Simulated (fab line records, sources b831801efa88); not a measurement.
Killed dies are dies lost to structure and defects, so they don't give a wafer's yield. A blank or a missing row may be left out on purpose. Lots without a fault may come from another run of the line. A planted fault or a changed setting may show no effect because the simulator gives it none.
fab line records | flow sky130
record lots=12 wafers=36 last_day=49
route steps=708 shown METAL2@498 VIA3@588 PAD_OPEN@708
lots that met no fault: from a run of the same line without faults
start_h: hours from the record's first day to the start of the lot's first wafer shown | wait_h: hours since the lot's step before | " the same as in the row above | L1.1+2: a row that stands for several wafers | - no value, or no start given | * or withheld: withheld | < > ~ a bound
route shown NAME@n: a module of which the file shows steps, and the number in the route of the first | usual: mean/standard deviation of fault-free wafers | same: alike in all rows | chamber/n: place in a boat | sites: the reading at each site | _std_site: their standard deviation | _edge_site: outer sites' mean less inner sites' | radius_mm: how far each site lies from the wafer's centre | mask NAME#n: copy n | behind: the tool/chamber that last shaped the wafer | hold: why the lot was held/for how many hours/how that ended | device: the transistor (n, p or np) that didn't switch | end of line: the same wafers' tests at the end of the route | a step without rows: its recipe alone | killed: dies lost to structure and defects at the first sort, not the wafer's yield | map: a wafer's dies, x killed, . not, _ none there
set.NAME: the setting as run; set.NAME@STEP: as run at that earlier step | model.NAME: the simulator's own value behind a step, which no gauge read
steps of the route over a sample of lots; a table a step, a row a wafer
services: from which hour (start_h, from the record's first day; less than 0 if before it) a tool's chamber was out of use, for how many hours, and why
## steps
# step SKY_METAL2_CD_MEAS_15
# recipe target_cd_nm=140
# usual cd_nm=139.6/1.1
# columns lot.wafer tool chamber start_h wait_h cd_nm
L474.1 cd_sem-02 - 826.71 - 140.2
L474.4 " - " " 140.5
L474.6 " - " " 140.5
L478.3 cd_sem-02 - 864.30 - 139.0
L478.4 " - " " 138.4
L478.5 " - " " 137.3
L479.3 cd_sem-01 - 873.85 - 137.4
L479.4 " - " " 137.3
L479.5 " - " " 138.5
L480.1 cd_sem-01 - 879.31 - 141.2
L480.2 " - " " 140.2
L480.5 " - " " 140.4
L481.2 cd_sem-01 - 883.51 - 141.8
L481.5 " - " " 142.0
L481.6 " - " " 141.0
L484.1 cd_sem-02 - 909.91 - 138.1
L484.4 " - " " 139.3
L484.5 " - " " 138.8
L487.2 cd_sem-01 - 933.47 - 137.7
L487.4 " - " " 138.1
L487.6 " - " " 137.9
L488.3 cd_sem-02 - 935.09 - 140.1
L488.4 " - " " 139.6
L488.6 " - " " 138.6
L489.4 cd_sem-01 - 944.70 - 141.1
L489.5 " - " " 140.1
L489.6 " - " " 140.9
L490.2 cd_sem-01 - 958.82 - 139.5
L490.4 " - " " 139.6
L490.5 " - " " 139.0
L491.2 cd_sem-02 - 960.57 - 140.7
L491.3 " - " " 141.2
L491.6 " - " " 140.2
L492.2 cd_sem-01 - 967.37 - 139.5
L492.3 " - " " 138.9
L492.5 " - " " 140.0
# step SKY_VIA3_ETCH_15
# recipe target=SiO2 chemistry=C4F8/O2/Ar target_depth_nm=507 stop_on=TiN mask_material=KrF-thick source_w=1500 bias_w=1200 pressure_mtorr=40 c4f8_flow_sccm=withheld O2_flow_sccm=6 Ar_flow_sccm=300 time_s=78
# usual bias_w=1200/3.2 oes_product_au=0.946/0.0051 run_length_s=106.4/0.48
# columns lot.wafer tool chamber start_h wait_h bias_w oes_product_au rf_hours_counter_h run_length_s
L474.1 rie_diel-04 1 934.00 0.0 1201 0.940 9 106.7
L474.4 " 2 " " 1202 0.940 - 106.6
L474.6 " 0 " " 1201 0.943 - 106.2
L478.3 rie_diel-04 2 969.85 0.0 1196 0.939 10 106.6
L478.4 " 3 " " - 0.982 22 83.8
L478.5 " 2 " " - 0.986 - 83.6
L479.3 rie_diel-04 3 979.04 0.0 1197 0.954 22 106.7
L479.4 " 1 " " - 0.985 10 84.0
L479.5 " 2 " " - 1.002 - 83.3
L480.1 rie_diel-04 3 983.41 0.0 1199 0.946 22 107.6
L480.2 " 2 " " - 0.991 10 83.3
L480.5 " 2 " " - 1.008 - 83.4
L481.2 rie_diel-03 2 988.31 0.0 1201 0.951 18 106.1
L481.5 " 2 " " 1201 0.955 - 106.4
L481.6 " 3 " " 1199 0.944 - 106.7
L484.1 rie_diel-02 0 1011.45 0.0 1196 0.954 5 106.8
L484.4 " 3 " " 1200 0.952 7 105.5
L484.5 " 0 " " 1198 0.948 - 106.5
L487.2 rie_diel-04 1 1034.16 0.0 1202 0.948 12 106.7
L487.4 " 2 " " 1208 0.950 12 106.2
L487.6 " 0 " " 1200 0.938 - 106.5
L488.3 rie_diel-02 3 1035.66 0.0 1203 0.947 8 105.4
L488.4 " 1 " " 1201 0.950 6 106.5
L488.6 " 0 " " 1201 0.942 - 106.6
L489.4 rie_diel-03 2 1043.69 0.0 1204 0.942 20 106.5
L489.5 " 3 " " 1194 0.949 - 106.9
L489.6 " 2 " " 1205 0.948 - 106.2
L490.2 rie_diel-04 3 1056.06 0.0 1198 0.932 25 107.0
L490.4 " 0 " " 1201 0.950 12 106.2
L490.5 " 1 " " 1203 0.937 - 106.4
L491.2 rie_diel-03 0 1057.01 0.0 1201 0.940 13 106.1
L491.3 " 3 " " 1196 0.942 23 106.9
L491.6 " 0 " " 1200 0.948 - 106.4
L492.2 rie_diel-04 3 1064.75 0.0 1198 0.942 25 107.1
L492.3 " 2 " " 1202 0.940 13 106.2
L492.5 " 3 " " 1201 0.945 - 107.6
# step SKY_VIA3_STRIP_16
# recipe chemistry=O2/N2 power_w=1400 pressure_mtorr=1500 platen_temp_c=withheld o2_flow_sccm=3000 n2_flow_sccm=300 overash_fraction=0.5
# usual drypump_motor_current_A=6.0/0.58 oes_product_au=0.402/0.0043 strip_time_to_endpoint_s=4.133/0.025
# columns lot.wafer tool chamber start_h wait_h drypump_motor_current_A oes_product_au rf_hours_counter_h strip_time_to_endpoint_s
L474.1 plasma_asher-01 0 934.06 0.0 6.6 0.404 79 4.181
L474.4 " 0 " " 6.6 0.396 - 4.152
L474.6 " 1 " " 5.0 0.400 - 4.148
L478.3 plasma_asher-01 1 969.94 0.1 4.9 0.399 - 4.129
L478.4 " 0 " " 6.6 0.410 - 4.437
L478.5 " 0 " " 6.6 0.413 - 4.419
L479.3 plasma_asher-01 0 979.13 0.1 6.5 0.400 - 4.126
L479.4 " 1 " " 5.0 0.411 - 4.464
L479.5 " 1 " " 5.0 0.408 - 4.439
L480.1 plasma_asher-02 1 983.47 0.0 6.2 0.407 117 4.112
L480.2 " 0 " " 5.9 0.418 117 4.414
L480.5 " 0 " " 5.9 0.417 - 4.415
L481.2 plasma_asher-02 1 988.37 0.0 6.2 0.407 117 4.180
L481.5 " 0 " " 5.9 0.400 - 4.156
L481.6 " 1 " " 6.2 0.396 - 4.172
L484.1 plasma_asher-03 0 1011.51 0.0 6.1 0.407 59 4.139
L484.4 " 1 " " 6.6 0.401 - 4.130
L484.5 " 0 " " 6.0 0.408 - 4.124
L487.2 plasma_asher-01 1 1034.22 0.0 5.0 0.402 89 4.142
L487.4 " 1 " " 4.9 0.405 - 4.108
L487.6 " 0 " " 6.6 0.389 - 4.105
L488.3 plasma_asher-03 1 1035.75 0.1 6.7 0.399 - 4.159
L488.4 " 0 " " 6.0 0.405 - 4.116
L488.6 " 1 " " 6.6 0.396 - 4.097
L489.4 plasma_asher-02 1 1043.78 0.1 6.2 0.397 - 4.178
L489.5 " 1 " " 6.2 0.403 - 4.183
L489.6 " 0 " " 5.9 0.402 - 4.172
L490.2 plasma_asher-03 1 1056.12 0.0 6.7 0.397 64 4.086
L490.4 " 1 " " 6.6 0.400 - 4.100
L490.5 " 1 " " 6.7 0.396 - 4.113
L491.2 plasma_asher-01 1 1057.07 0.0 5.0 0.406 91 4.101
L491.3 " 0 " " 6.6 0.408 - 4.138
L491.6 " 0 " " 6.5 0.403 - 4.108
L492.2 plasma_asher-03 0 1064.81 0.0 6.0 0.401 65 4.120
L492.3 " 1 " " 6.6 0.400 - 4.165
L492.5 " 1 " " 6.6 0.396 - 4.132
# step SKY_PAD_OPEN_PROBE_99
# usual defect_limited_yield=82.2/1.9 killed_at_M0_to_M3=45/7.3 killed_at_M4_up=3.1/1.7 killed_at_contacts=25/5.1 killed_at_front_end=15/4.5 killed_at_other=0.3/0.56 killed_dies=88/9.4 killed_on_rim=17/4.3 killed_open=47/6.6 killed_short=40/6.9 sort_bin_3_pad_short=0.9/0.46 sort_bin_5_function=10.5/1.5 sort_bin_6_memory=6.4/1.1 sort_n_pass=404/9.4 sort_yield_pct=82.2/1.9
# same gross_dies=492 killed_at_back_side=0 sort_bin_4_leakage[%]=0 sort_bin_8_speed[%]=0
# columns lot.wafer tool chamber start_h wait_h hold defect_limited_yield[%] killed_at_M0_to_M3 killed_at_M4_up killed_at_contacts killed_at_front_end killed_at_other killed_dies killed_on_rim killed_open killed_short sort_bin_3_pad_short[%] sort_bin_5_function[%] sort_bin_6_memory[%] sort_n_pass sort_yield_pct[%]
L474.1 prober-02 - 1080.25 0.1 - 80.7 52 5 28 9 1 95 15 50 44 1.2 12.6 5.5 397 80.7
L474.4 prober-02 - 1080.40 0.2 - 81.9 55 1 19 13 1 89 13 44 45 0.6 11.2 6.3 403 81.9
L474.6 prober-02 - 1080.50 0.2 - 85.2 39 1 22 11 0 73 15 43 28 1.4 8.7 4.7 419 85.2
L478.3 prober-02 - 1109.81 0.2 await_dispo/2.3h/release 81.5 45 5 28 13 0 91 20 52 39 0.6 11.8 6.1 401 81.5
L478.4 prober-02 - 1109.86 0.2 await_dispo/2.3h/release 0 455 6 25 6 0 492 96 46 34 0.4 92.9 6.7 0 0
L478.5 prober-02 - 1109.91 0.2 await_dispo/2.3h/release 0 449 7 20 16 0 492 96 50 54 1.2 89.0 9.8 0 0
L479.3 prober-01 - 1116.96 0.2 await_dispo/5.0h/release 83.5 40 4 24 13 0 81 12 39 42 1.0 8.7 6.7 411 83.5
L479.4 prober-01 - 1117.01 0.2 await_dispo/5.0h/release 0 448 6 27 11 0 492 96 44 40 0.8 93.7 5.5 0 0
L479.5 prober-01 - 1117.06 0.2 await_dispo/5.0h/release 0 441 2 36 12 1 492 96 53 29 0.4 93.1 6.5 0 0
L480.1 prober-01 - 1120.87 0.1 await_dispo/2.1h/release 79.1 53 4 26 20 0 103 24 55 48 1.4 12.2 7.3 389 79.1
L480.2 prober-01 - 1120.92 0.1 await_dispo/2.1h/release 0 450 1 32 9 0 492 96 58 29 0.2 94.1 5.7 0 0
L480.5 prober-01 - 1121.07 0.2 await_dispo/2.1h/release 0 441 5 33 13 0 492 96 50 37 0.8 92.5 6.7 0 0
L481.2 prober-02 - 1124.76 0.1 - 82.5 35 3 25 23 0 86 12 40 46 1.4 9.3 6.7 406 82.5
L481.5 prober-02 - 1124.91 0.2 - 82.3 47 4 25 10 1 87 17 49 37 1.4 10.4 5.9 405 82.3
L481.6 prober-02 - 1124.96 0.2 - 79.7 50 0 38 11 1 100 23 60 39 0.8 11.6 7.9 392 79.7
L484.1 prober-01 - 1144.89 0.1 - 82.5 43 6 26 11 0 86 18 52 34 1.0 8.9 7.5 406 82.5
L484.4 prober-01 - 1145.04 0.2 - 81.1 53 5 22 13 0 93 22 49 44 1.4 12.2 5.3 399 81.1
L484.5 prober-01 - 1145.09 0.2 - 82.7 39 1 30 14 1 85 20 59 26 0.6 11.6 5.1 407 82.7
L487.2 prober-02 - 1163.66 0.1 - 85.0 35 3 21 15 0 74 13 40 34 1.4 7.5 6.1 418 85.0
L487.4 prober-02 - 1163.76 0.2 - 82.5 46 3 19 18 0 86 18 41 45 0.6 10.6 6.3 406 82.5
L487.6 prober-02 - 1163.86 0.2 - 80.5 53 2 32 9 0 96 16 43 53 1.0 12.4 6.1 396 80.5
L488.3 prober-01 - 1164.62 0.2 - 81.3 51 2 21 18 0 92 18 46 46 2.0 10.4 6.3 400 81.3
L488.4 prober-01 - 1164.67 0.2 - 80.7 49 5 23 18 0 95 19 53 42 0.6 11.2 7.5 397 80.7
L488.6 prober-01 - 1164.77 0.2 - 79.7 53 4 23 20 0 100 24 52 48 1.2 12.2 6.9 392 79.7
L489.4 prober-02 - 1168.97 0.2 - 84.6 41 3 13 19 0 76 15 44 32 1.2 8.9 5.3 416 84.6
L489.5 prober-02 - 1169.02 0.2 - 79.9 49 3 22 25 0 99 21 49 50 1.6 11.0 7.5 393 79.9
L489.6 prober-02 - 1169.07 0.2 - 84.1 29 5 24 20 0 78 13 42 36 0.4 10.2 5.3 414 84.1
L490.2 prober-01 - 1179.97 0.1 - 81.5 39 3 32 17 0 91 19 48 43 0.6 11.2 6.7 401 81.5
L490.4 prober-01 - 1180.07 0.2 - 83.7 32 4 30 13 1 80 22 46 34 0.4 8.1 7.7 412 83.7
L490.5 prober-01 - 1180.12 0.2 - 77.8 54 8 26 21 0 109 26 53 56 1.2 12.8 8.1 383 77.8
L491.2 prober-02 - 1181.22 0.1 - 80.9 46 7 25 16 0 94 18 52 42 1.0 12.6 5.5 398 80.9
L491.3 prober-02 - 1181.27 0.2 - 81.3 49 2 21 20 0 92 18 49 43 0.6 10.6 7.5 400 81.3
L491.6 prober-02 - 1181.42 0.2 - 85.4 39 1 20 11 1 72 14 44 28 0.8 7.1 6.7 420 85.4
L492.2 prober-01 - 1187.15 0.1 - 84.3 39 3 25 9 1 77 16 40 37 0.4 8.5 6.7 415 84.3
L492.3 prober-01 - 1187.20 0.2 - 83.5 51 0 21 8 1 81 8 47 32 1.2 8.9 6.3 411 83.5
L492.5 prober-01 - 1187.30 0.2 - 80.5 55 3 25 12 1 96 20 51 44 1.4 10.6 7.5 396 80.5
# killed by level:class
L474.1 VIA1:geometric_particle:open=9 LI_CONTACT:geometric_particle:open=8 CONTACT:geometric_particle:open=8 METAL2:geometric_particle:short=8 VIA3:geometric_particle:open=6 VIA1:geometric_particle:short=5 VIA2:geometric_particle:open=5 LOCAL_INTERCONNECT:geometric_particle:open=4
L474.4 VIA1:geometric_particle:open=16 METAL2:geometric_particle:short=7 VIA1:geometric_particle:short=6 VIA3:geometric_particle:open=6 CONTACT:geometric_particle:open=6 FIELD_ISO:geometric_particle:short=5 LOCAL_INTERCONNECT:geometric_particle:short=5 VIA2:geometric_particle:open=5
L474.6 VIA1:geometric_particle:open=15 CONTACT:geometric_particle:open=8 LOCAL_INTERCONNECT:geometric_particle:short=5 LI_CONTACT:geometric_particle:open=4 METAL2:geometric_particle:short=4 VIA2:geometric_particle:open=4 LI_CONTACT:geometric_particle:short=3 VIA1:geometric_particle:short=3
L478.3 LI_CONTACT:geometric_particle:open=11 VIA1:geometric_particle:open=9 CONTACT:geometric_particle:open=9 VIA3:geometric_particle:open=8 METAL1:geometric_particle:short=6 VIA2:geometric_particle:open=6 VIA2:geometric_particle:short=5 POLY_GATE:geometric_particle:short=4
L478.4 VIA3:area_etch=412 VIA1:geometric_particle:open=9 CONTACT:geometric_particle:open=8 LI_CONTACT:geometric_particle:open=6 VIA3:geometric_particle:open=6 METAL2:geometric_particle:short=6 VIA2:geometric_particle:open=6 LOCAL_INTERCONNECT:geometric_particle:short=4
L478.5 VIA3:area_etch=388 METAL2:geometric_particle:short=14 VIA1:geometric_particle:open=11 METAL1:geometric_particle:short=9 VIA3:geometric_particle:open=9 METAL4:geometric_particle:short=6 LI_CONTACT:geometric_particle:open=6 CONTACT:geometric_particle:open=6
L479.3 VIA1:geometric_particle:open=10 CONTACT:geometric_particle:open=8 METAL1:geometric_particle:short=8 CONTACT:geometric_particle:short=7 VIA3:geometric_particle:open=7 SPACER:geometric_particle:short=4 LOCAL_INTERCONNECT:geometric_particle:short=4 METAL2:geometric_particle:short=4
L479.4 VIA3:area_etch=408 VIA1:geometric_particle:open=13 CONTACT:geometric_particle:open=9 LI_CONTACT:geometric_particle:open=8 POLY_GATE:geometric_particle:short=5 VIA3:geometric_particle:open=5 METAL4:geometric_particle:short=5 METAL1:geometric_particle:short=4
L479.5 VIA3:area_etch=409 LI_CONTACT:geometric_particle:open=15 CONTACT:geometric_particle:open=14 VIA3:geometric_particle:open=9 VIA1:geometric_particle:open=6 POLY_GATE:geometric_particle:open=5 POLY_GATE:geometric_particle:short=4 VIA3:geometric_particle:short=4
L480.1 VIA1:geometric_particle:open=14 CONTACT:geometric_particle:open=14 FIELD_ISO:geometric_particle:open=7 VIA1:geometric_particle:short=6 METAL3:geometric_particle:short=5 CONTACT:geometric_particle:short=5 METAL2:geometric_particle:short=5 METAL1:geometric_particle:short=5
L480.2 VIA3:area_etch=404 CONTACT:geometric_particle:open=14 VIA1:geometric_particle:open=13 VIA3:geometric_particle:open=10 LI_CONTACT:geometric_particle:open=8 VIA2:geometric_particle:open=6 VIA2:geometric_particle:short=5 FIELD_ISO:geometric_particle:short=4
L480.5 VIA3:area_etch=405 CONTACT:geometric_particle:open=13 VIA1:geometric_particle:open=8 VIA3:geometric_particle:open=6 POLY_GATE:geometric_particle:open=6 LI_CONTACT:geometric_particle:open=6 LOCAL_INTERCONNECT:geometric_particle:short=6 METAL2:geometric_particle:short=6
L481.2 FIELD_ISO:geometric_particle:open=8 CONTACT:geometric_particle:short=7 VIA3:geometric_particle:open=7 FIELD_ISO:geometric_particle:short=5 POLY_GATE:geometric_particle:short=5 LI_CONTACT:geometric_particle:open=5 LOCAL_INTERCONNECT:geometric_particle:short=5 METAL1:geometric_particle:short=5
L481.5 CONTACT:geometric_particle:open=12 VIA1:geometric_particle:open=10 VIA1:geometric_particle:short=8 LI_CONTACT:geometric_particle:open=7 VIA3:geometric_particle:open=6 VIA2:geometric_particle:open=5 METAL3:geometric_particle:short=4 VIA3:geometric_particle:short=4
L481.6 CONTACT:geometric_particle:open=19 VIA1:geometric_particle:open=14 METAL2:geometric_particle:short=7 VIA2:geometric_particle:open=7 LI_CONTACT:geometric_particle:open=5 CONTACT:geometric_particle:short=5 METAL1:geometric_particle:short=5 POLY_GATE:geometric_particle:open=4
L484.1 LI_CONTACT:geometric_particle:open=12 VIA1:geometric_particle:open=8 VIA2:geometric_particle:open=8 CONTACT:geometric_particle:open=7 VIA3:geometric_particle:open=6 METAL2:geometric_particle:short=5 VIA1:geometric_particle:short=4 METAL3:geometric_particle:short=4
L484.4 LI_CONTACT:geometric_particle:open=12 VIA1:geometric_particle:open=12 METAL1:geometric_particle:short=8 VIA3:geometric_particle:open=7 CONTACT:geometric_particle:open=7 VIA2:geometric_particle:short=6 METAL2:geometric_particle:short=5 VIA1:geometric_particle:short=4
L484.5 LI_CONTACT:geometric_particle:open=12 CONTACT:geometric_particle:open=11 VIA1:geometric_particle:open=11 VIA2:geometric_particle:open=6 VIA1:geometric_particle:short=6 POLY_GATE:geometric_particle:open=5 METAL1:geometric_particle:short=4 VIA3:geometric_particle:open=4
L487.2 LI_CONTACT:geometric_particle:open=8 VIA1:geometric_particle:open=7 VIA2:geometric_particle:open=7 CONTACT:geometric_particle:short=6 POLY_GATE:geometric_particle:open=5 POLY_GATE:geometric_particle:short=4 CONTACT:geometric_particle:open=4 METAL2:geometric_particle:short=4
L487.4 METAL1:geometric_particle:short=9 VIA1:geometric_particle:open=8 METAL2:geometric_particle:short=8 LI_CONTACT:geometric_particle:open=6 VIA1:geometric_particle:short=6 FIELD_ISO:geometric_particle:open=5 CONTACT:geometric_particle:open=5 POLY_GATE:geometric_particle:open=4
L487.6 METAL1:geometric_particle:short=16 CONTACT:geometric_particle:open=10 VIA1:geometric_particle:open=10 LI_CONTACT:geometric_particle:open=8 CONTACT:geometric_particle:short=5 METAL3:geometric_particle:short=5 LI_CONTACT:geometric_particle:short=5 METAL2:geometric_particle:short=5
L488.3 VIA1:geometric_particle:open=11 SPACER:geometric_particle:open=7 METAL1:geometric_particle:short=6 VIA3:geometric_particle:open=6 CONTACT:geometric_particle:short=5 METAL3:geometric_particle:short=5 METAL2:geometric_particle:short=5 VIA2:geometric_particle:open=5
L488.4 VIA1:geometric_particle:open=11 VIA3:geometric_particle:open=9 FIELD_ISO:geometric_particle:short=8 VIA2:geometric_particle:open=8 CONTACT:geometric_particle:open=7 LI_CONTACT:geometric_particle:open=5 METAL2:geometric_particle:open=4 METAL3:geometric_particle:short=4
L488.6 CONTACT:geometric_particle:open=12 VIA2:geometric_particle:open=12 VIA1:geometric_particle:open=11 METAL1:geometric_particle:short=7 FIELD_ISO:geometric_particle:short=6 FIELD_ISO:geometric_particle:open=5 CONTACT:geometric_particle:short=5 VIA1:geometric_particle:short=4
L489.4 VIA1:geometric_particle:open=14 VIA3:geometric_particle:open=7 CONTACT:geometric_particle:open=6 FIELD_ISO:geometric_particle:short=5 FIELD_ISO:geometric_particle:open=5 METAL2:geometric_particle:short=5 METAL1:geometric_particle:short=3 LI_CONTACT:geometric_particle:open=3
L489.5 FIELD_ISO:geometric_particle:open=9 VIA1:geometric_particle:open=9 CONTACT:geometric_particle:open=7 VIA1:geometric_particle:short=7 FIELD_ISO:geometric_particle:short=6 VIA2:geometric_particle:open=6 LI_CONTACT:geometric_particle:open=5 METAL1:geometric_particle:short=5
L489.6 CONTACT:geometric_particle:open=8 FIELD_ISO:geometric_particle:short=6 LI_CONTACT:geometric_particle:open=6 VIA1:geometric_particle:open=6 FIELD_ISO:geometric_particle:open=5 METAL2:geometric_particle:short=5 VIA2:geometric_particle:short=5 POLY_GATE:geometric_particle:open=4
L490.2 CONTACT:geometric_particle:open=12 VIA1:geometric_particle:open=9 CONTACT:geometric_particle:short=8 LI_CONTACT:geometric_particle:open=7 METAL1:geometric_particle:short=6 VIA1:geometric_particle:short=5 POLY_CUT:geometric_particle:short=4 VIA3:geometric_particle:open=4
L490.4 CONTACT:geometric_particle:open=10 LI_CONTACT:geometric_particle:open=9 VIA1:geometric_particle:open=8 VIA2:geometric_particle:open=6 POLY_GATE:geometric_particle:short=4 POLY_GATE:geometric_particle:open=4 LOCAL_INTERCONNECT:geometric_particle:short=4 VIA1:geometric_particle:short=4
L490.5 VIA1:geometric_particle:open=11 LI_CONTACT:geometric_particle:open=9 CONTACT:geometric_particle:short=8 METAL2:geometric_particle:short=7 CONTACT:geometric_particle:open=6 SPACER:geometric_particle:short=5 METAL4:geometric_particle:short=5 METAL1:geometric_particle:short=5
L491.2 VIA1:geometric_particle:open=10 VIA3:geometric_particle:open=10 CONTACT:geometric_particle:open=9 CONTACT:geometric_particle:short=7 FIELD_ISO:geometric_particle:open=6 LI_CONTACT:geometric_particle:open=5 VIA1:geometric_particle:short=5 METAL2:geometric_particle:short=5
L491.3 VIA1:geometric_particle:open=10 VIA2:geometric_particle:open=9 METAL2:geometric_particle:short=8 LI_CONTACT:geometric_particle:open=7 VIA3:geometric_particle:open=6 CONTACT:geometric_particle:open=6 FIELD_ISO:geometric_particle:open=5 FIELD_ISO:geometric_particle:short=5
L491.6 VIA1:geometric_particle:open=11 CONTACT:geometric_particle:open=8 VIA3:geometric_particle:open=7 VIA2:geometric_particle:open=7 CONTACT:geometric_particle:short=6 POLY_GATE:geometric_particle:short=4 VIA3:geometric_particle:short=4 FIELD_ISO:geometric_particle:open=3
L492.2 VIA1:geometric_particle:open=11 CONTACT:geometric_particle:open=8 LI_CONTACT:geometric_particle:open=6 METAL1:geometric_particle:short=6 METAL2:geometric_particle:short=5 FIELD_ISO:geometric_particle:open=4 CONTACT:geometric_particle:short=4 VIA2:geometric_particle:open=4
L492.3 VIA1:geometric_particle:open=9 LI_CONTACT:geometric_particle:open=9 VIA2:geometric_particle:open=8 CONTACT:geometric_particle:open=6 METAL2:geometric_particle:short=6 VIA1:geometric_particle:short=5 VIA3:geometric_particle:open=5 METAL3:geometric_particle:short=5
L492.5 VIA3:geometric_particle:open=11 CONTACT:geometric_particle:open=10 VIA2:geometric_particle:open=10 VIA1:geometric_particle:short=7 METAL1:geometric_particle:short=7 LI_CONTACT:geometric_particle:open=6 VIA1:geometric_particle:open=6 METAL2:geometric_particle:short=6
## services
# columns tool chamber start_h hours kind
rie_diel-04 0 919.99 4.1 repair
rie_diel-04 3 932.55 7.1 repair
rie_diel-02 3 934.49 2.9 repair
rie_diel-02 - 937.63 2.8 pm
rie_diel-03 0 970.00 10.6 repair
rie_diel-03 0 985.08 1.8 repair
rie_diel-02 1 986.46 4.9 repair
plasma_asher-01 - 1020.71 4.6 repair
rie_diel-02 - 1042.67 1.0 repair
rie_diel-04 - 1050.86 0.7 repair
plasma_asher-02 - 1051.81 13.1 repair
plasma_asher-02 - 1061.67 2.9 repair
rie_diel-03 0 1062.46 20.2 repair
rie_diel-02 2 1063.57 3.9 repair
## key
first_sign step=SKY_VIA3_ETCH_15 reading=run_length_s direction=down sigmas=47 usual=* struck=*
effect step=SKY_VIA3_ETCH_15 reading=oes_product_au direction=up sigmas=9 usual=0.946 struck=0.992
effect step=SKY_VIA3_STRIP_16 reading=strip_time_to_endpoint_s direction=up sigmas=12 usual=* struck=*
effect step=SKY_PAD_OPEN_PROBE_99 reading=sort_bin_5_function direction=up sigmas=56 usual=10.5 struck=92.5
more_kills_born_at SKY_VIA3_ETCH_15@rie_diel-04=2426
met_at SKY_VIA3_ETCH_15
struck_lots L478,L479,L480
struck_wafers L478.4,L478.5,L479.4,L479.5,L480.2,L480.5
later_rows_left_out L478.4,L478.5,L479.4,L479.5,L480.2,L480.5
not_acting_at SKY_METAL2_CD_MEAS_15
onset_between 934.00 969.85
fault kind=process_parameter_drift tool=rie_diel-04 chamber=- onset_h=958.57 steps=SKY_VIA3_ETCH_15 channel=time_s offset=* shape=step end_h=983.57 scope=struck_wafers_only acts_in=* stated=*
# later_rows_left_out: the simulator's readings of these wafers behind a module that went badly wrong aren't trusted and aren't shown, but for the sort
